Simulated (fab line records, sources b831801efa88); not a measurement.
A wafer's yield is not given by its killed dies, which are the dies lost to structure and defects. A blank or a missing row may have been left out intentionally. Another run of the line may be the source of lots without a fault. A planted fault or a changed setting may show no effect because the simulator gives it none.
Code-filled problem report in 8D (eight disciplines) form ; flow gf180mcu ; the parts of the form that need people (team, actions taken, sign-off) are left out

1. THE ISSUE
Mean of cd_nm at GF_HV_LDD_CD_MEAS_19: 372.0 nm across 2 wafers in 2 lots; on wafers with no fault it is 399.4 nm (standard deviation 2). Measured from the usual mean, that is -14 standard deviations.
The step: target cd 400 nm.
First seen on wafer L477.2, day 12 23:21, on cd_sem-01. Wafers with a number at this step in the record: 39, from 13 lots. Rule for "out" (also "out of limits"): further than 4 standard deviations from the usual mean. Any other wafer with a number is counted as sound.

2. WHAT IT IS, WHAT IT ISN'T
question;is;is not
which readings at this step;cd_nm;-
which lots;L477, L478;L467, L468, L470, L471, L472, L473, L485, L487, L488, L489, L490
which wafers of those lots;L477.2, L478.4;L477.3, L477.6, L478.1, L478.6
read on which gauges;cd_sem-01;cd_sem-02
when;from day 12 23:21;"up to then (20 sound wafers); but 17 sound wafers of L478, L485, L487, L488, L489, L490 came after"

3. THE SUSPECTS, EACH WITH WHAT RULES IT OUT
Counting: if a tool at a process step up to the reading ran every lot that is out, it stays a suspect. Sound lots after the first of them don't rule it out here, since some wafers of a struck lot are sound.
- the gauge at GF_HV_LDD_CD_MEAS_19: kept. All the wafers that are out were read on cd_sem-01, and no step on other tools shows them out.
- litho_track-02 at GF_HV_LDD_DEVELOP_18 (develop time 60 s): kept. It processed each lot that is out (first: L477, day 12 23:13); up to then, its last sound lot is L473 (day 11 23:14).
Left after counting: litho_track-02 at GF_HV_LDD_DEVELOP_18, cd_sem-01 at GF_HV_LDD_CD_MEAS_19.

4. THE CAUSE (what the simulator had put in)
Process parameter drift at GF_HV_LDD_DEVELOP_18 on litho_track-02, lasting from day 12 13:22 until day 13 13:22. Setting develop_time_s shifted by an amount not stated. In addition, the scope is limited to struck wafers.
After counting, 2 suspects remain, this tool included.

5. THE EFFECT CHAIN, in route order
One row per reading whose mean, taken over the struck wafers that have a number, lies over 3 standard deviations from the usual. Only readings whose record carries a usual standard deviation are examined. hours: median over the lots of the time between each lot's start at the first step of this table that gives one and its start at this step. sigmas: the change, counted in usual standard deviations.
hours;step;reading;usual;on struck wafers;change;sigmas
0;GF_HV_LDD_CD_MEAS_19;cd_nm;399.4 nm;372.0;-27.4;-14
Later measuring or inspecting steps at which every struck wafer that the step has a row for has a number for every such reading, and none has moved that far: GF_V2_RS_MEAS_24.

6. HOW IT WOULD HAVE BEEN CAUGHT EARLIER
Counted from the fault's start at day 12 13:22, it took 10 hours until the first out-of-limits reading at a measuring or inspecting step in this record, taken at day 12 23:21.
Of the tool readings at GF_HV_LDD_DEVELOP_18 for which the record gives a usual standard deviation, none was out on any struck wafer, so an alarm limit of 4 standard deviations on them would not have fired.
Of the lots that are out (2), L478 began GF_HV_LDD_DEVELOP_18 on litho_track-02 after day 12 23:21. Holding the tool at that time would have saved it.
